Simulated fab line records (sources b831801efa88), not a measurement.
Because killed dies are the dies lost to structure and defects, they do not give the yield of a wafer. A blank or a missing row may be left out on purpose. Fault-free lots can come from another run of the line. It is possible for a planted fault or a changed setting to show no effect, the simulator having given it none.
8D (eight disciplines) problem report, filled in by code || flow gf180mcu || the parts of the form that need people (team, actions taken, sign-off) are left out

## 1. WHAT IS WRONG
GF_TOP_METAL_SPUTTER_00, chamber pressure pa: mean 1.921 Pa on 2 wafers (1 lot); fault-free wafers 2.000 Pa, standard deviation 0.0039. Relative to the usual mean, that is a shift of -20 standard deviations.
The step: material Ti, target thk 37.5 nm, time 150 s.
Seen first at day 31 04:47 on pvd sputter-01, wafer L693.4. The record has a number at this step for 15 wafers belonging to 5 lots. The rule behind "out" and "out of limits": a value lying over 4 standard deviations away from the usual mean. All remaining wafers that have a number are taken as sound.

## 2. WHAT IT IS, WHAT IT ISN'T
{"question": "which readings at this step", "is": "chamber pressure pa", "is not": "throttle valve pct"}
{"question": "which lots", "is": "L693", "is not": "L681, L696, L702, L704"}
{"question": "which wafers of those lots", "is": "L693.4, L693.5", "is not": "L693.6"}
{"question": "read on which tools", "is": "pvd sputter-01", "is not": "pvd sputter-02"}
{"question": "when", "is": "from day 31 04:47", "is not": "up to then (4 sound wafers); but 9 sound wafers of L696, L702, L704 came after"}

## 3. THE SUSPECTS, EACH WITH WHAT RULES IT OUT
Counting: if a tool at a process step up to the reading ran every lot that is out, it stays a suspect. Sound lots after the first of them don't rule it out here, since some wafers of a struck lot are sound.
- rie diel-01 at GF_V5_ETCH_16 (etches BARC in N2/H2): kept. It ran the lot that is out, L693 (day 31 03:18).
- plasma asher-02 at GF_V5_STRIP_18 (strips in O2/N2): kept. It ran the lot that is out, L693 (day 31 03:29).
- pvd sputter-03 at GF_V5_SPUTTER_21 (material Ti, target thk 15 nm, time 80.02 s): kept. It ran the lot that is out, L693 (day 31 03:59).
- pvd sputter-03 at GF_V5_SPUTTER_22 (material TiN, target thk 10 nm, time 40 s): kept. It ran the lot that is out, L693 (day 31 04:03).
- cvd w-02 at GF_V5_CVD_23 (deposits W, target thk 350 nm, time 104.9 s): kept. It ran the lot that is out, L693 (day 31 04:08).
- pvd sputter-01 at GF_TOP_METAL_SPUTTER_00 (material Ti, target thk 37.5 nm, time 150 s): kept. It ran the lot that is out, L693 (day 31 04:47). On those wafers its own readings are out: chamber pressure pa.
- Within rie diel-01 at GF_V5_ETCH_16: the wafers that are out ran in chambers 0, 1; their sound lot-mates ran in chamber 3.
- At GF_V5_STRIP_18 on plasma asher-02, chamber 0 took the sound wafers of the same lots and chamber 1 took the wafers that are out.
- At GF_V5_CVD_23 on cvd w-02, chamber 1 took the sound wafers of the same lots and chamber 0 took the wafers that are out.
Left after counting: rie diel-01 at GF_V5_ETCH_16, plasma asher-02 at GF_V5_STRIP_18, pvd sputter-03 at GF_V5_SPUTTER_21, pvd sputter-03 at GF_V5_SPUTTER_22, cvd w-02 at GF_V5_CVD_23, pvd sputter-01 at GF_TOP_METAL_SPUTTER_00.

## 4. THE CAUSE (what the simulator had put in)
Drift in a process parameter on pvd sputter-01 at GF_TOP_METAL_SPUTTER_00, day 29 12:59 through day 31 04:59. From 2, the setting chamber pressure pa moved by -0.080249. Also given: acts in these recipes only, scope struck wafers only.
Counting left 6 suspects, and this tool is among them.

## 5. SEQUENCE OF EFFECTS, ordered by route
Each row: a reading whose mean over the struck wafers that have a number lies more than 3 standard deviations from the usual. Scope: only readings with a usual standard deviation given in the record; hours: median across lots of the time from each lot's start at the first step in this table that gives one to its start at this step; sigmas: change in usual standard deviations.
{"hours": 0, "step": "GF_TOP_METAL_SPUTTER_00", "reading": "chamber pressure pa", "usual": "2.000 Pa", "on struck wafers": 1.921, "change": -0.079, "sigmas": -20}
Here are the process steps it includes:
- GF_TOP_METAL_SPUTTER_00: material Ti, target thk 37.5 nm, time 150 s.

## 6. HOW IT WOULD HAVE BEEN CAUGHT EARLIER
The fault began at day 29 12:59; the first out-of-limits reading in this record came at day 31 04:47, 40 hours later.
